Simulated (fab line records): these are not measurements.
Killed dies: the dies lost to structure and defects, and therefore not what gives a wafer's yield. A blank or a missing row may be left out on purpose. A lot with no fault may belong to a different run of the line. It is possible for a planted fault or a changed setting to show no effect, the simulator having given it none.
Problem report in the 8D (eight disciplines) form, filled by code | flow sky130 | the parts of the form that need people (team, actions taken, sign-off) are left out

## 1. WHAT IS WRONG
Mean of killed_at_M4_up at SKY_PAD_OPEN_PROBE_99: 33.7 across 9 wafers in 3 lots; on wafers with no fault it is 3.0 (standard deviation 1.8). That puts it +17 standard deviations away from the usual mean.
The first sign was on wafer L845.4 at day 47 09:01, on prober-02. Wafers with a number at this step in the record: 21, from 7 lots. Rule for "out" (also "out of limits"): further than 4 standard deviations from the usual mean. The rest of the wafers with a number are treated as sound.

## 2. WHAT IT IS, WHAT IT ISN'T
question                    | is                     | is not
which readings at this step | killed_at_M4_up        | killed_at_contacts, killed_at_front_end, killed_at_other, killed_short, sort_bin_6_memory
which lots                  | L845, L851, L852       | L850, L858, L859, L862
which wafers of those lots  | all that have a number | -
read on which tools         | prober-01, prober-02   | -
when                        | from day 47 09:01      | up to then (0 sound wafers); but 12 sound wafers of L850, L858, L859, L862 came after

## 3. THE SUSPECTS, EACH WITH WHAT RULES IT OUT
Counting: a tool at any process step up to the reading remains a suspect when it ran all the lots that are out and ran no sound lot after the first of those.
- rie_metal-02 at SKY_METAL5_METAL_ETCH_15 (etches the open film in Cl2/BCl3, stops on SiO2, target depth 1260 nm, time 252 s): ruled out as a lasting fault. The sound lots L862 went through it after L845, its earliest lot that is out (day 45 13:08).
Left after counting: nothing in the record.

## 4. THE CAUSE (what the simulator had put in)
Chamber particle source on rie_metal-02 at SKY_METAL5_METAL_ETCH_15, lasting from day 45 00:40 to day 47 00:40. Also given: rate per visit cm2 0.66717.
Counting ruled it out, wrongly: the rule takes a fault to strike every lot that its tool runs from its start on, and this one did not.

## 5. SEQUENCE OF EFFECTS, ordered by route
Each row: a reading whose mean over the struck wafers that have a number lies more than 3 standard deviations from the usual. Scope: only readings with a usual standard deviation given in the record; hours: median across lots of the time from each lot's start at the first step in this table that gives one to its start at this step; sigmas: change in usual standard deviations.
hours | step                  | reading              | usual | on struck wafers | change | sigmas
0     | SKY_PAD_OPEN_PROBE_99 | killed_at_M4_up      | 3.0   | 33.7             | +30.7  | +17
0     | SKY_PAD_OPEN_PROBE_99 | sort_bin_3_pad_short | 0.8 % | 2.3              | +1.5   | +3.5
Here are the process steps it includes:
- SKY_PAD_OPEN_PROBE_99

## 6. HOW IT WOULD HAVE BEEN CAUGHT EARLIER
The fault began at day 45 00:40; the first out-of-limits reading in this record came at day 47 09:01, 56 hours later.
An alarm limit of 4 standard deviations would not have fired on the tool readings at SKY_METAL5_METAL_ETCH_15 for which the record gives a usual standard deviation, since none of them was out on any struck wafer.
